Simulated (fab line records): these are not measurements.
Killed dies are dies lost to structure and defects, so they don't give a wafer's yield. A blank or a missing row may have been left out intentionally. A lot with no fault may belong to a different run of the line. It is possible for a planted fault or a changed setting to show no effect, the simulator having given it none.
8D (eight disciplines) problem report, filled in by code    flow sky130    the parts of the form that need people (team, actions taken, sign-off) are left out

== 1. THE ISSUE ==
At SKY_LDD_N_IMPLANT_08, dose ions cm2 averages 7.361e+13 over 6 wafers from 2 lots, while fault-free wafers read 7.501e+13, standard deviation 8e+10. That is -18 standard deviations from the usual mean.
Earliest sighting: wafer L296.3 on implanter-02 at day 22 02:23. Wafers with a number at this step in the record: 36, from 12 lots. Rule for "out" (also "out of limits"): further than 4 standard deviations from the usual mean. The other wafers with a number count as sound.

== 2. WHAT IT IS, AND WHAT IT ISN'T ==
question                     is                      is not
which readings at this step  dose ions cm2           beam energy keV, end station pressure torr
which lots                   L296, L298              L286, L287, L289, L290, L291, L302, L305, L307, L308, L309
which wafers of those lots   all that have a number  -
read on which tools          implanter-02            implanter-01, implanter-04
when                         from day 22 02:23       up to then (15 sound wafers); but 15 sound wafers of L302, L305, L307, L308, L309 came after

== 3. SUSPECTS, AND WHAT RULES EACH OUT ==
Counting: a tool stays on the suspect list if, at a process step up to the reading, it processed all lots that are out and no sound lot following the first of them.
- implanter-02 at SKY_LDD_N_IMPLANT_08: kept. It ran every lot that is out, first L296 (day 22 02:23), and no sound lot after that; its last sound lot up to then is L291 (day 20 02:19). Out on those wafers are its own readings of dose ions cm2.
After counting, what remains is implanter-02 at SKY_LDD_N_IMPLANT_08.

== 4. THE CAUSE (what the simulator had put in) ==
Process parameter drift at SKY_LDD_N_IMPLANT_08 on implanter-02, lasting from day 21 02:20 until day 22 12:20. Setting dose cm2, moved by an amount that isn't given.
Only this tool survived the counting.

== 5. SEQUENCE OF EFFECTS, ordered by route ==
Each row: a reading whose mean over the struck wafers that have a number lies more than 3 standard deviations from the usual. Only readings for which the record gives a usual standard deviation are gone through. hours: the time from each lot's start at the first step in this table that gives one to its start at this step, as a median over the lots. sigmas: the change in usual standard deviations.
hours  step                  reading        usual      on struck wafers  change      sigmas
0      SKY_LDD_N_IMPLANT_08  dose ions cm2  7.501e+13  7.361e+13         -1.402e+12  -18
The process steps in it:
- SKY_LDD_N_IMPLANT_08
Later measuring or inspecting steps at which every struck wafer that the step has a row for has a number for every such reading, and none has moved that far: SKY_VIA2_OVL_MEAS_13.

== 6. HOW IT WOULD HAVE BEEN CAUGHT EARLIER ==
In this record no reading fell out of limits until day 22 02:23, 24 hours after the fault had begun at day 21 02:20.
